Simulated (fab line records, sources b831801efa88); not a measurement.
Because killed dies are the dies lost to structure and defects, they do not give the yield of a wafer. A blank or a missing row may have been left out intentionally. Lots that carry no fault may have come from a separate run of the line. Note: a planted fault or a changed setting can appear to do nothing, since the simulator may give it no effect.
Matching of chambers :: flow sky130 :: pecvd-04 running SKY_CONTACT_CVD_00: 3 sister chambers
The step deposits Si3N4, target thk 75 nm. 3 wafers are shown with their chamber, then 7 later ones without.

== WAFERS PAIRED WITH THEIR CHAMBERS ==
wafer: L180.2
chamber: 1
heater-power-w (W): 584

wafer: L180.3
chamber: 2
heater-power-w (W): 864

wafer: L182.4
chamber: 0
heater-power-w (W): 792

== WAFERS WHOSE CHAMBER IS MISSING ==
wafer: L182.5
heater-power-w (W): 696

wafer: L184.3
heater-power-w (W): 648

wafer: L184.5
heater-power-w (W): 659

wafer: L184.6
heater-power-w (W): 745

wafer: L186.2
heater-power-w (W): 868

wafer: L186.3
heater-power-w (W): 808

wafer: L186.4
heater-power-w (W): 633

== WHICH CHAMBER EACH ONE RAN IN ==
wafer: L182.5
from the rows above: can't be placed: 0 or 1 or 2
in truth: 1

wafer: L184.3
from the rows above: can't be placed: 1 or 0
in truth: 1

wafer: L184.5
from the rows above: can't be placed: 1 or 0
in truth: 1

wafer: L184.6
from the rows above: can't be placed: 0 or 2 or 1
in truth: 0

wafer: L186.2
from the rows above: can't be placed: 2 or 0
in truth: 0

wafer: L186.3
from the rows above: can't be placed: 0 or 2
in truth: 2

wafer: L186.4
from the rows above: can't be placed: 1 or 0
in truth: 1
Correct placement for 0 of the 7. Cannot be placed on the basis of these rows: 7; the candidates contain the true chamber in 7. Wrongly placed: 0.
How it was worked out, from the rows above alone: a wafer's distance from a chamber is the root of the sum, over the readings, of the square of ((its reading less the chamber's mean) divided by the reading's scatter). The wafer belongs to the nearest chamber; if the next one is less than 2 further off, it can't be placed. The mean given for a chamber averages the wafers shown for that chamber. The scatter: root of mean squared gap, hidden wafer to nearest shown wafer, with one shown wafer a chamber.
